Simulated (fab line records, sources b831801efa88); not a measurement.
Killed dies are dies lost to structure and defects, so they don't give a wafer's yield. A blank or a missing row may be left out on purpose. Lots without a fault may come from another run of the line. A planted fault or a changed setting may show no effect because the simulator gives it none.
Problem report in the 8D (eight disciplines) form, filled by code | flow sky130 | the parts of the form that need people (team, actions taken, sign-off) are left out

1. THE PROBLEM
developer_temp_C at SKY_METAL5_DEVELOP_13 reads a mean of 25.32 C on 6 wafers of 2 lots; wafers without a fault read 23.02 C with a standard deviation of 0.1. That is +23 standard deviations from the usual mean.
The step: develop time 60 s.
First seen on wafer L147.1, day 46 14:38, on litho_track-03. The record holds 39 wafers of 13 lots with a number at this step. Rule for "out", or "out of limits": more than 4 standard deviations from the usual mean. The other wafers with a number count as sound.

2. WHAT IT IS AND WHAT IT IS NOT
question                    | is                     | is not
which readings at this step | developer_temp_C       | chill_plate_temp_C, resist_line_temp_C
which lots                  | L147, L148             | L137, L138, L139, L140, L141, L146, L153, L155, L156, L159, L160
which wafers of those lots  | all that have a number | -
read on which tools         | litho_track-03         | litho_track-02, litho_track-04
when                        | from day 46 14:38      | up to then (18 sound wafers); but 15 sound wafers of L153, L155, L156, L159, L160 came after

3. SUSPECTS, AND WHAT RULES EACH OUT
Counting: a tool at a process step up to the reading stays a suspect if it ran every lot that is out and no sound lot after the first of them.
- litho_track-03 at SKY_METAL5_DEVELOP_13 (develop time 60 s): ruled out as a lasting fault. Sound lots L159 ran on it after its first lot that is out, L147 (day 46 14:38).
Left after counting: nothing in the record.

4. THE CAUSE (what the simulator had put in)
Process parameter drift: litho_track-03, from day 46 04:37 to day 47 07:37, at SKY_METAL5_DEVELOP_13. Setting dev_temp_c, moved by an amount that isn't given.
Counting ruled it out, wrongly.

5. THE CHAIN OF EFFECTS, in route order
Each row: a reading whose mean over the struck wafers that have a number lies more than 3 standard deviations from the usual. Only readings for which the record gives a usual standard deviation are gone through. hours: the time from each lot's start at the first step in this table that gives one to its start at this step, as a median over the lots. sigmas: the change in usual standard deviations.
hours | step                  | reading          | usual   | on struck wafers | change | sigmas
0     | SKY_METAL5_DEVELOP_13 | developer_temp_C | 23.02 C | 25.32            | +2.30  | +23
The process steps in it:
- SKY_METAL5_DEVELOP_13: develop time 60 s.

6. WHAT WOULD HAVE CAUGHT IT SOONER
In this record the first reading out of limits was taken at day 46 14:38, 10 hours after the fault began at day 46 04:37.
